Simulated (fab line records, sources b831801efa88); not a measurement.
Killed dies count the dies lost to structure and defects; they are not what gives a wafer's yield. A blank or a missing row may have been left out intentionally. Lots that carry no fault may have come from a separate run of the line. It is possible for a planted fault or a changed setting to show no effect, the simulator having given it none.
One fault seen from 2 desks ; flow sky130 ; what lay behind the numbers comes last; until then each desk has only its own

## THE TOOL OWNER'S DESK: pvd-sputter-04
The tool's own readings at SKY_METAL2_SPUTTER_02 (material AlCu, target thk 250 nm, time 13.3 s): means of the sampled wafers that have a number, for each lot that ran on this tool. The brackets show how far a lot's mean lies from the usual mean; more than 4 standard deviations puts the lot out of limits, marked OUT.
Columns: A = throttle-valve-pct at SKY_METAL2_SPUTTER_02, usual 30.1 %
lot;first seen here;A
L777;day 35 21:53;29.4
L779;day 35 22:36;28.8
L785;day 38 02:47;29.4
L787;day 38 07:08;29.9
L789;day 39 05:07;29.9
This desk's verdict: no lot among the 5 shows anything out of limits.

## THE METROLOGY DESK
Means of the sampled wafers that have a number, per lot and without regard to the tool the lot ran on: this is what the gauges read. The brackets show how far a lot's mean lies from the usual mean; more than 4 standard deviations puts the lot out of limits, marked OUT.
Columns: A = METAL2_ALCU_RS at SKY_METAL2_RS_MEAS_05, usual 0.1269 ohm/sq; B = METAL2_ALCU_THK at SKY_METAL2_THK_MEAS_06, usual 246.5 nm
lot;first seen here;A;B
L777;day 35 22:00;0.1256;248.8
L779;day 35 22:43;0.1286;243.8
L784;day 36 23:25;0.1271;246.2
L785;day 38 02:52;0.1271;245.1
L787;day 38 07:13;0.1759 (+35) OUT;181.1 (-23) OUT
L789;day 39 05:12;0.1735 (+33) OUT;183.4 (-22) OUT
L793;day 39 06:14;0.1259;248.4
L797;day 40 14:49;0.1268;246.7
L795;day 40 15:13;0.1285;243.2
This desk's result: L787, L789 out of limits, first on L787 (METAL2_ALCU_RS at SKY_METAL2_RS_MEAS_05), day 38 07:13. L777, L779, L784, L785, L793, L797, L795 stayed within limits.

## ALL TOGETHER
L787, L789 would have let the metrology desk raise an alarm at day 38 07:13.
Nothing out of limits was seen by the tool owner's desk.
The tool owner's desk has L787, L789 on record, within its limits.
On pvd-sputter-04, each named lot ran SKY_METAL2_SPUTTER_02.

## WHAT THE SIMULATOR HAD INSERTED
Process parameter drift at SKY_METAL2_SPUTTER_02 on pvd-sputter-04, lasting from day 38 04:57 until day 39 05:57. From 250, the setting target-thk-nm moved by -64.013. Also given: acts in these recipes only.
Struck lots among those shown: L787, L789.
Time in hours between the start of the fault and the first out-of-limits reading at each desk: metrology desk, 2.
